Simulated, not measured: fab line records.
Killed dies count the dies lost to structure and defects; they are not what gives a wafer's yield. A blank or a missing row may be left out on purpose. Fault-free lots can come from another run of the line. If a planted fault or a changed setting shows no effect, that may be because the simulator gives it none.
Which tool did it? | flow gf180mcu | 7 lots, 21 wafers sampled, at 1 step of a route of 602

WHAT THE GAUGES SHOWED, per wafer
GF_NWELL_TW_MEAS_11.
lot  | measured    | on            | NWELL_TW
L348 | day 4 06:34 | film_metro-03 | 1576 1566 1567
L350 | day 4 15:06 | film_metro-02 | 1566 1559 1564
L351 | day 5 03:37 | film_metro-04 | 1590 1584 1578
L357 | day 6 11:58 | film_metro-02 | 1565 1570 1562
L360 | day 7 07:55 | film_metro-03 | 1581 1581 1574
L365 | day 8 05:48 | film_metro-03 | 1574 1570 1579
L367 | day 8 13:08 | film_metro-04 | 1587 1587 1580

EACH LOT AND THE TOOL THAT RAN IT (in order: tool; ch and the chambers of the sampled wafers; start)
The record holds no process step before these readings.

THE ANSWER, worked out from the rows above alone
Rule: the lots themselves supply what counts as usual. Put in order of their means at a reading, lots are off if they are a third of the lots or fewer, leave a main group of 4 or more, and stand apart from it by a gap of 3 or more times the standard deviation of the main group's means; of several such gaps the widest counts. If all means in a main group match to the digits the tables above print for the reading, that group is not used. A lot without any number at a reading at which 4 lots or more have one is off too. Where the step has rows for the other lots, those lots are counted as sound.
Nothing can be told from this: no lot is off at any reading shown.

WHAT THE SIMULATOR PUT IN
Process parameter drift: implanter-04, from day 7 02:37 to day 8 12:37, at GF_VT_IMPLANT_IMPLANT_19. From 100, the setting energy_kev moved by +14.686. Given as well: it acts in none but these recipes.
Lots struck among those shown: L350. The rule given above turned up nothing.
